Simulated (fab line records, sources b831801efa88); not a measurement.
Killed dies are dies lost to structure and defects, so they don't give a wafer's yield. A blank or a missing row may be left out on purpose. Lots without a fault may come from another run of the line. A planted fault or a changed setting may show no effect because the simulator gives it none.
A struck lot beside a sound one | flow sky130 | 17 steps out of a route of 708
Sound: wafers L311.2, L311.3, L311.6. Struck: wafers L320.1, L320.2, L320.4. The cause comes at the end.
At each step with rows: each side's tool, then ch and its chambers, then its first start. Under that, the readings that differ: sound wafers | struck wafers | difference of the means | sigmas: that difference in standard deviations of wafers without a fault.
alike: readings whose means differ by less than 2 such deviations, and words and numbers that are the same on both sides. not compared: withheld readings, readings that some wafer has no value for, bounds like >300 that may hide the same value, and numbers for which the record gives no deviation and whose values overlap.
The two part at a step that has a row with sigmas, a row that says differs or no value, or rows on one side only. Numbers that don't overlap but have no deviation are shown without sigmas and don't part them. A reading that every wafer of one side lacks parts them only if that side has two wafers or more.

first, 3 steps without rows for these wafers: SKY_VIA2_EXPOSE_09 (exposes mask VIM2, target cd 200 nm); SKY_VIA2_PEB_10; SKY_VIA2_DEVELOP_11 (develop time 60 s).
SKY_VIA2_CD_MEAS_12: target cd 200 nm.
  sound on cd_sem-01, day 38 19:29; struck on cd_sem-02, day 41 17:43
  alike: cd_nm
SKY_VIA2_OVL_MEAS_13:
  sound on overlay-01, day 38 19:36; struck on overlay-02, day 41 17:50
  alike: VIA2_OVL
SKY_VIA2_ETCH_14: etches BARC in N2/H2, stops on SiO2, time 45.9 s, target depth 60 nm.
  sound on rie_diel-04 ch 1,2,3, day 38 19:38; struck on rie_diel-03 ch 0,1,2, day 41 17:53
  alike: drypump_motor_current_A, oes_product_au, throttle_valve_pct
  not compared: rf_hours_counter_h
SKY_VIA2_ETCH_15: etches SiO2 in C4F8/O2/Ar, stops on TiN, target depth 546 nm, time 84 s.
  sound on rie_diel-04 ch 1,2,3, day 38 19:40; struck on rie_diel-03 ch 0,1,2, day 41 17:55
  alike: oes_product_au
  not compared: rf_hours_counter_h
SKY_VIA2_STRIP_16: strips in O2/N2.
  sound on plasma_asher-02 ch 0,1, day 38 19:44; struck on plasma_asher-04 ch 0,1, day 41 17:59
  alike: drypump_motor_current_A, oes_product_au, strip_time_to_endpoint_s
  not compared: rf_hours_counter_h
then, 3 steps without rows for these wafers: SKY_VIA2_STRIP_17 (strips in post etch residue remover, time 1200 s); SKY_VIA2_CLEAN_18 (cleans in IPA, time 180 s); SKY_VIA2_CLEAN_19 (cleans in O3/DIW).
SKY_VIA2_SPUTTER_20: material TiN, target thk 20 nm, time 80 s.
  sound on pvd_sputter-02, day 38 20:22; struck on pvd_sputter-03, day 41 18:35
  alike: throttle_valve_pct
SKY_VIA2_CVD_21: deposits W, target thk 420 nm, time 126.4 s.
  sound on cvd_w-02 ch 0,1, day 38 20:44; struck on cvd_w-02 ch 0,1, day 41 18:38
  reading                            | sound             | struck            | difference | sigmas
  chamber_pressure_Torr (Torr)       | 39.98 40.00 39.97 | 46.65 46.61 46.68 | +6.66      | +83
  model.W_of_VIA2_CVD_21.thk_nm (nm) | 424.7 421 421.8   | 453.1 460.2 456.4 | +34.1      |
  alike: heater_power_w
SKY_VIA2_RS_MEAS_22: measures by four-point-probe.
  sound on film_metro-02, day 38 20:53; struck on film_metro-03, day 41 19:04
  reading            | sound                | struck               | difference | sigmas
  VIA2_W_RS (ohm/sq) | 0.2696 0.2718 0.2715 | 0.2525 0.2484 0.2509 | -0.0204    | -7
  not compared: hold
SKY_VIA2_THK_MEAS_23: measures by xrf.
  sound on film_metro-02, day 38 21:00; struck on film_metro-03, day 42 02:59
  reading         | sound       | struck      | difference | sigmas
  VIA2_W_THK (nm) | 409 405 408 | 445 446 445 | +38        | +7
  not compared: hold
SKY_VIA2_CMP_24: polishes, stops on SiO2, t overpolish 20 s, target thk 0 nm.
  sound on cmp-02 ch 1,2,3, day 38 21:13; struck on cmp-02 ch 0,2,3, day 42 06:19
  reading | sound | struck                                                                     | difference                   | sigmas
  hold    | - - - | await_dispo/3.1h/release await_dispo/3.1h/release await_dispo/3.1h/release | no value on the sound wafers |
  alike: motor_current_A
-- the record jumps here: 8 days lie between the struck wafers' starts before and after (it left off in module VIA2 and takes up again in module PAD_OPEN, whose first step shown is number 708 of the route) --
SKY_PAD_OPEN_PROBE_99:
  sound on prober-01, day 47 15:17; struck on prober-02, day 49 23:05
  alike: defect_limited_yield, killed_at_M0_to_M3, killed_at_M4_up, killed_at_contacts, killed_at_front_end, killed_at_other, killed_dies, killed_open, killed_short, sort_bin_3_pad_short, sort_bin_5_function, sort_bin_6_memory, sort_n_pass, sort_yield_pct

WHERE THEY PART
First at SKY_VIA2_CVD_21; last, within this record, at SKY_VIA2_CMP_24. Later steps at which nothing parts them and some readings are alike: SKY_PAD_OPEN_PROBE_99.

WHY: what the simulator had put in
Process parameter drift: cvd_w-02, from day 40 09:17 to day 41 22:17, at SKY_VIA2_CVD_21. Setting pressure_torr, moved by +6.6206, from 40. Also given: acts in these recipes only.
